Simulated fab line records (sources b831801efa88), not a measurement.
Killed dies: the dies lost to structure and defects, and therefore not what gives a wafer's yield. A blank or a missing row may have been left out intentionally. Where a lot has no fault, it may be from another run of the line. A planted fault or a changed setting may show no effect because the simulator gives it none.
Code-filled problem report in 8D (eight disciplines) form -- flow gf180mcu -- the parts of the form that need people (team, actions taken, sign-off) are left out

1. THE ISSUE
Across 2 wafers from 2 lots, CONTACT_CVD_00_THK at GF_CONTACT_THK_MEAS_01 averages 447 nm, while fault-free wafers read 298 nm with a standard deviation of 3.1. That puts it +48 standard deviations away from the usual mean.
Seen first at day 18 17:07 on film metro-03, wafer L669.2. At this step, 39 wafers from 13 lots have a number in the record. By rule, "out" or "out of limits" means more than 4 standard deviations away from the usual mean. All remaining wafers that have a number are taken as sound.

2. WHAT IT IS, WHAT IT ISN'T
question,is,is not
which readings at this step,CONTACT_CVD_00_THK,-
which lots,"L669, L670","L661, L663, L664, L665, L666, L667, L679, L680, L681, L682, L683"
which wafers of those lots,"L669.2, L670.6","L669.3, L669.4, L670.3, L670.5"
read on which gauges,"film metro-01, film metro-03",film metro-04
when,from day 18 17:07,"up to then (20 sound wafers); but 17 sound wafers of L670, L679, L680, L681, L682, L683 came after"

3. WHAT RULES OUT EACH SUSPECT
Counting: if a tool at a process step up to the reading ran every lot that is out, it stays a suspect. Sound lots after the first of them don't rule it out here, since some wafers of a struck lot are sound.
- ruled out: the gauge at GF_CONTACT_THK_MEAS_01. Those wafers that are out were read across 2 gauges (film metro-01, film metro-03).
- hdpcvd-01 at GF_CONTACT_CVD_00 (deposits SiO2, target thk 300 nm, time 50 s): kept. Every lot that is out went through it, the first being L669 (day 18 17:04); the last sound lot it ran before that was L666 (day 17 01:02). On those wafers its own readings are out: sih4 flow sccm.
- Within hdpcvd-01 at GF_CONTACT_CVD_00: the wafers that are out ran in chamber 0; their sound lot-mates ran in chambers 1, 2.
Remaining after the count: hdpcvd-01 at GF_CONTACT_CVD_00.

4. THE CAUSE (what the simulator had put in)
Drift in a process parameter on hdpcvd-01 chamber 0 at GF_CONTACT_CVD_00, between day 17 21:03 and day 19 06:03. From 60, the setting sih4 flow sccm moved by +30. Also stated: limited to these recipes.
The count eliminated every tool but this one.

5. SEQUENCE OF EFFECTS, ordered by route
Rows list readings where the struck wafers' mean (over those with a number) sits beyond 3 standard deviations from the usual. Readings are gone through only where the record gives a usual standard deviation; hours: the median, over the lots, of the time from a lot's start at the first step in this table giving one to that lot's start at this step; sigmas: the change measured in usual standard deviations.
hours,step,reading,usual,on struck wafers,change,sigmas
0,GF_CONTACT_CVD_00,sih4 flow sccm,59.99 sccm,90.01,+30.02,+99 or more
0,GF_CONTACT_THK_MEAS_01,CONTACT_CVD_00_THK,298 nm,447,+149,+48
-,GF_CONTACT_ETCH_17,oes product au,0.813 a.u.,0.889,+0.076,+17
Its process steps:
- GF_CONTACT_CVD_00: deposits SiO2, target thk 300 nm, time 50 s.
- GF_CONTACT_ETCH_17: etches SiO2 in C4F8/O2/Ar, stops on CoSi2, target depth 860 nm.

6. HOW IT WOULD HAVE BEEN CAUGHT EARLIER
Counted from the fault's start at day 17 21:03, it took 20 hours until the first out-of-limits reading at a measuring or inspecting step in this record, taken at day 18 17:07.
At GF_CONTACT_CVD_00, the tool's own readings (sih4 flow sccm) were out on each struck wafer the step has a row for, so an alarm limit on them would have fired on the first such wafer.
L670, from the lots that are out (2), started GF_CONTACT_CVD_00 on hdpcvd-01 later than day 18 17:07. Had the tool been put on hold then, it would have been spared.
